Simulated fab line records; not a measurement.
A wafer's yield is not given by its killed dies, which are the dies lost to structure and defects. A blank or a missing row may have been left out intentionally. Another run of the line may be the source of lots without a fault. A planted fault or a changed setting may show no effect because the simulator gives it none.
Which tool was responsible?    flow sky130    Sampling: 14 lots, 41 wafers, 3 of 708 route steps

WHAT THE GAUGES READ, wafer by wafer
SKY_METAL1_CD_MEAS_15: the cd target is 140 nm. Usual: 139.7 nm for cdNm, sd 1.7.
lot   measured      on        cdNm (nm)          flag
L690  day 33 05:14  cdSem-01  139.9 138.4 138.5  
L692  day 33 16:24  cdSem-01  140.7 140.9 139.4  
L694  day 34 19:28  cdSem-01  141.1 140.6 140.4  
L695  day 35 05:56  cdSem-01  140.9 139.4 140.0  
L699  day 36 11:37  cdSem-01  137.9 139.4 138.3  
L698  day 36 12:55  cdSem-01  138.4 141.3 139.5  
L701  day 36 23:28  cdSem-01  138.8 139.7        
L702  day 37 00:05  cdSem-01  140.0 140.5 140.8  
L703  day 37 04:53  cdSem-01  140.2 140.3 140.3  
L704  day 37 20:40  cdSem-02  142.0 141.7 140.4  
L705  day 38 01:41  cdSem-02  140.3 140.3 141.3  
L707  day 38 14:19  cdSem-01  138.9 138.5 140.3  
L708  day 38 16:34  cdSem-01  140.2 139.8 138.5  
L712  day 39 21:31  cdSem-01  139.7 140.4 139.8  

SKY_VIA1_BOW_MEAS_03. Usual: for VIA1_BOW the level is 81 um and the standard deviation is 7.9.
lot   measured      on            VIA1_BOW (um)  flag
L690  day 33 06:40  filmMetro-04  74 75 82       
L692  day 33 17:59  filmMetro-04  93 88 91       
L694  day 34 20:53  filmMetro-03  90 70 81       
L695  day 35 07:21  filmMetro-01  84 72 78       
L699  day 36 13:02  filmMetro-03  69 72 77       
L698  day 36 14:20  filmMetro-01  83 78 79       
L701  day 37 00:53  filmMetro-01  91 85          
L702  day 37 01:43  filmMetro-04  74 96 81       
L703  day 37 06:20  filmMetro-01  85 84 100      
L704  day 37 22:04  filmMetro-03  94 81 69       
L705  day 38 03:05  filmMetro-03  82 70 87       
L707  day 38 15:46  filmMetro-04  96 89 79       
L708  day 38 17:59  filmMetro-04  85 77 87       
L712  day 39 23:00  filmMetro-04  77 81 81       

SKY_METAL2_THK_MEAS_06: measures by xrf. Usual: for METAL2_ALCU_THK the level is 254 nm and the standard deviation is 3.3.
lot   measured      on            METAL2_ALCU_THK (nm)  flag
L690  day 34 11:05  filmMetro-02  257 259 251           
L692  day 34 22:08  filmMetro-03  256 260 251           
L694  day 36 00:56  filmMetro-04  249 251 253           
L695  day 36 11:26  filmMetro-02  254 249 252           
L699  day 37 16:50  filmMetro-04  249 257 255           
L698  day 37 18:18  filmMetro-03  258 259 257           
L701  day 38 03:25  filmMetro-02  252 254               
L702  day 38 05:38  filmMetro-02  258 257 258           
L703  day 38 09:58  filmMetro-04  251 252 249           
L704  day 39 01:11  filmMetro-02  255 252 251           
L705  day 39 08:04  filmMetro-03  256 258 256           
L707  day 39 16:52  filmMetro-03  253 252 255           
L708  day 39 18:41  filmMetro-02  254 257 257           
L712  day 41 00:44  filmMetro-02  256 255 249           

WHAT TOOL EACH LOT RAN ON (gives the tool, then ch and the chambers of the sampled wafers, and finally the start)
There is no process step in the record ahead of these readings.

WHAT THE TOOLS THEMSELVES READ (means of the sampled wafers that have a number; where no wafer has one, the mark that the record gives instead)
The record holds no such reading with a usual standard deviation.

THE ANSWER, worked out from the rows above alone
Rule: a lot counts as off when the mean over its wafers that have a number is more than 3 standard deviations away from the usual mean. Also off: a lot with no number at a reading for which 4 or more lots have one. Where the step has rows for the other lots, those lots are counted as sound. After the gauges, taken in route order, come the tools' own readings; for these a lot's mean is taken, as printed above. The first step at which some lot is off is used, and at that step the reading that is off furthest; a lot without a number counts as furthest.
Nothing can be told from this: no lot is off at any reading shown.

WHAT THE SIMULATOR HAD PUT IN
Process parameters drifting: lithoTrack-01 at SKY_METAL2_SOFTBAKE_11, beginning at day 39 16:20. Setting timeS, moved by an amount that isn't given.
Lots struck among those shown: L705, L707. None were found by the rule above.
